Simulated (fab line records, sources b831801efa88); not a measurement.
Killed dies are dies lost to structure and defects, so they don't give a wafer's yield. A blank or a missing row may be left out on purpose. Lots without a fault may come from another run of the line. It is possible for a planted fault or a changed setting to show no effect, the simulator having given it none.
Matching of chambers    flow sky130    rieDiel-01 running SKY_VIA1_ETCH_15: 4 sister chambers
The step etches SiO2 in C4F8/O2/Ar, stops on TiN, target depth 351 nm, time 54 s. 8 wafers are shown with their chamber, then 10 later ones without.

## WAFERS, EACH WITH ITS CHAMBER
wafer   chamber  oesProductAu (a.u.)  biasW (W)
L080.6  1        0.990                1203
L086.2  0        0.973                1203
L086.4  3        0.981                1190
L088.1  0        0.984                1200
L088.2  2        0.985                1197
L088.3  1        0.982                1199
L089.1  2        0.978                1200
L089.3  3        0.978                1200

## WAFERS WITH NO CHAMBER GIVEN
wafer   oesProductAu (a.u.)  biasW (W)
L089.6  0.979                1202
L092.3  0.971                1204
L092.4  0.981                1199
L092.6  0.983                1199
L094.4  0.988                1196
L094.5  0.977                1199
L094.6  0.988                1194
L096.2  0.979                1197
L096.3  0.978                1194
L096.6  0.986                1206

## WHICH CHAMBER EACH ONE RAN IN
wafer   from the rows above                in truth
L089.6  can't be placed: 0 or 2 or 1 or 3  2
L092.3  can't be placed: 0 or 2 or 3 or 1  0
L092.4  can't be placed: 2 or 0 or 3 or 1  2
L092.6  can't be placed: 2 or 1 or 0 or 3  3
L094.4  can't be placed: 1 or 2 or 3 or 0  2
L094.5  can't be placed: 0 or 2 or 3 or 1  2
L094.6  can't be placed: 3 or 2 or 1 or 0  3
L096.2  can't be placed: 3 or 2 or 0 or 1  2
L096.3  can't be placed: 3 or 2 or 0 or 1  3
L096.6  can't be placed: 1 or 0 or 2 or 3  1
Correctly placed: 0 of 10. Unplaceable from these rows: 10, with the true chamber sitting among the candidates in 10. Number placed wrongly: 0.
How it was worked out, from the rows above alone: a wafer's distance from a chamber is the root of the sum, over the readings, of the square of ((its reading less the chamber's mean) divided by the reading's scatter). If the next closest chamber is less than 2 further off than the closest, the wafer can't be placed; otherwise it belongs to the closest. Each chamber's mean is taken over the wafers shown for it. How the scatter is found: for the shown wafers, subtract from each reading the mean of its chamber, square and add these, divide the total by (wafers less chambers), then take the root.
